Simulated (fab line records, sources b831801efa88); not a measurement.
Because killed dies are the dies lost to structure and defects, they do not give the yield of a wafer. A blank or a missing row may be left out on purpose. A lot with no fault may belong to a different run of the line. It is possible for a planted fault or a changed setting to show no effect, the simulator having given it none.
The tool behind it: which one?    flow sky130    24 lots, 72 wafers sampled, at 3 steps of a route of 708

== WHAT EACH GAUGE READ, for each wafer ==
SKY_CONTACT_RS_MEAS_25: measures by four-point-probe.
lot   measured      on             CONTACT_W_RS (ohm/sq)
L074  day 30 19:44  film metro-03  0.347 0.343 0.346
L075  day 31 13:06  film metro-02  0.340 0.341 0.336
L076  day 32 03:01  film metro-02  0.335 0.331 0.333
L077  day 32 05:41  film metro-03  0.333 0.341 0.335
L078  day 32 13:46  film metro-01  0.340 0.345 0.341
L079  day 33 04:52  film metro-01  0.345 0.352 0.353
L080  day 33 20:56  film metro-01  0.334 0.336 0.332
L081  day 33 21:50  film metro-01  0.337 0.335 0.336
L082  day 34 00:40  film metro-03  0.337 0.336 0.334
L083  day 35 03:50  film metro-02  0.336 0.338 0.337
L084  day 35 09:17  film metro-03  0.338 0.347 0.340
L085  day 35 10:05  film metro-02  0.339 0.338 0.343
L087  day 35 19:11  film metro-02  0.335 0.329 0.345
L086  day 35 23:32  film metro-02  0.342 0.333 0.338
L088  day 36 00:56  film metro-03  0.346 0.351 0.338
L089  day 36 11:39  film metro-02  0.341 0.337 0.346
L090  day 36 19:32  film metro-02  0.339 0.337 0.337
L091  day 37 08:07  film metro-01  0.342 0.354 0.337
L092  day 37 15:42  film metro-02  0.348 0.337 0.344
L093  day 37 17:56  film metro-01  0.346 0.345 0.340
L094  day 37 23:37  film metro-01  0.338 0.339 0.340
L095  day 38 07:25  film metro-02  0.342 0.339 0.343
L096  day 38 14:38  film metro-03  0.346 0.342 0.341
L097  day 38 23:26  film metro-01  0.340 0.336 0.342

SKY_VIA1_THK_MEAS_01.
lot   measured      on             VIA1_HDPCVD_THK (nm)
L074  day 32 01:50  film metro-01  1055 1059 1062
L075  day 32 19:19  film metro-04  1050 1052 1050
L076  day 33 09:04  film metro-03  1025 1051 1034
L077  day 33 10:28  film metro-01  1036 1024 1016
L078  day 33 18:30  film metro-01  1018 1025 1043
L079  day 34 10:20  film metro-03  1059 1039 1050
L080  day 35 01:48  film metro-03  1053 1055 1038
L081  day 35 03:35  film metro-01  1055 1066 1058
L082  day 35 06:10  film metro-04  1012 1044 1021
L083  day 36 09:29  film metro-03  1034 1015 1037
L084  day 36 15:05  film metro-01  1027 1038 1026
L085  day 36 16:16  film metro-04  1015 1034 1015
L087  day 37 01:09  film metro-01  1036 1049 1051
L086  day 37 06:29  film metro-03  1048 1051 1051
L088  day 37 06:44  film metro-01  1015 1019 1029
L089  day 37 16:58  film metro-01  1048 1044 1050
L090  day 38 00:40  film metro-01  1014 1018 1006
L091  day 38 12:15  film metro-04  1018 1030 1024
L092  day 38 19:23  film metro-03  1030 1033 1028
L093  day 38 21:11  film metro-01  1038 1051 1051
L094  day 39 02:31  film metro-04  1022 1015 1008
L095  day 39 09:17  film metro-03  1042 1035 1038
L096  day 39 17:37  film metro-01  1041 1032 1032
L097  day 40 01:53  film metro-01  1023 1023 1037

== EACH LOT AND THE TOOL THAT RAN IT (in order: tool; ch and the chambers of the sampled wafers; start) ==
lot   SKY_LOCAL_INTERCONNECT_SPUTTER_00
L074  pvd sputter-01, day 28 10:00
L075  pvd sputter-03, day 29 03:54
L076  pvd sputter-02, day 29 17:24
L077  pvd sputter-03, day 29 19:52
L078  pvd sputter-01, day 30 05:24
L079  pvd sputter-02, day 30 19:32
L080  pvd sputter-02, day 31 11:19
L081  pvd sputter-01, day 31 12:43
L082  pvd sputter-01, day 31 16:35
L083  pvd sputter-03, day 32 18:10
L084  pvd sputter-01, day 33 00:41
L085  pvd sputter-03, day 33 01:42
L087  pvd sputter-03, day 33 10:10
L086  pvd sputter-02, day 33 13:36
L088  pvd sputter-01, day 33 15:05
L089  pvd sputter-01, day 34 00:40
L090  pvd sputter-02, day 34 10:04
L091  pvd sputter-03, day 34 20:56
L092  pvd sputter-01, day 35 05:25
L093  pvd sputter-03, day 35 07:42
L094  pvd sputter-02, day 35 13:45
L095  pvd sputter-01, day 35 21:59
L096  pvd sputter-01, day 36 06:34
L097  pvd sputter-02, day 36 15:32
- SKY_LOCAL_INTERCONNECT_SPUTTER_00: material TiN, target thk 100 nm, time 83.3 s.

== WHAT THE TOOLS THEMSELVES READ (means of the sampled wafers that have a number; where no wafer has one, the mark that the record gives instead) ==
SKY_LOCAL_INTERCONNECT_SPUTTER_00.
lot   tool            substrate temp c (C)  throttle valve pct (%)
L074  pvd sputter-01  300.01                30.1
L075  pvd sputter-03  300.04                29.1
L076  pvd sputter-02  300.09                29.9
L077  pvd sputter-03  300.00                30.1
L078  pvd sputter-01  300.04                29.2
L079  pvd sputter-02  299.99                30.0
L080  pvd sputter-02  299.98                29.9
L081  pvd sputter-01  299.74                30.2
L082  pvd sputter-01  299.94                30.4
L083  pvd sputter-03  300.10                28.8
L084  pvd sputter-01  300.15                30.4
L085  pvd sputter-03  299.99                29.2
L087  pvd sputter-03  299.96                28.9
L086  pvd sputter-02  299.89                29.8
L088  pvd sputter-01  299.78                30.1
L089  pvd sputter-01  299.84                30.8
L090  pvd sputter-02  299.99                30.3
L091  pvd sputter-03  300.18                29.3
L092  pvd sputter-01  300.04                31.1
L093  pvd sputter-03  299.96                30.4
L094  pvd sputter-02  299.99                30.0
L095  pvd sputter-01  299.88                30.0
L096  pvd sputter-01  300.05                30.0
L097  pvd sputter-02  300.14                30.6

== THE ANSWER, worked out from the rows above alone ==
Rule: the usual values come from the lots themselves. The widest of any qualifying gaps counts: lots, ordered by their means at a reading, are off when they make up no more than a third of the lots, leave a main group of 4 or more, and stand apart from it by 3 or more times the standard deviation of that group's means. The tables above print the reading to a certain number of digits; a main group whose means all agree to those digits is not used. A lot without any number at a reading at which 4 lots or more have one is off too. Where the step has rows for the other lots, those lots are counted as sound. After the gauges, taken in route order, come the tools' own readings; for these a lot's mean is taken, as printed above. At the first step where some lot is off, the reading lying furthest off is the one used; lots without a number count as furthest.
No lot is off at any reading shown: from this, nothing can be told.

== WHAT HAD BEEN PUT IN BY THE SIMULATOR ==
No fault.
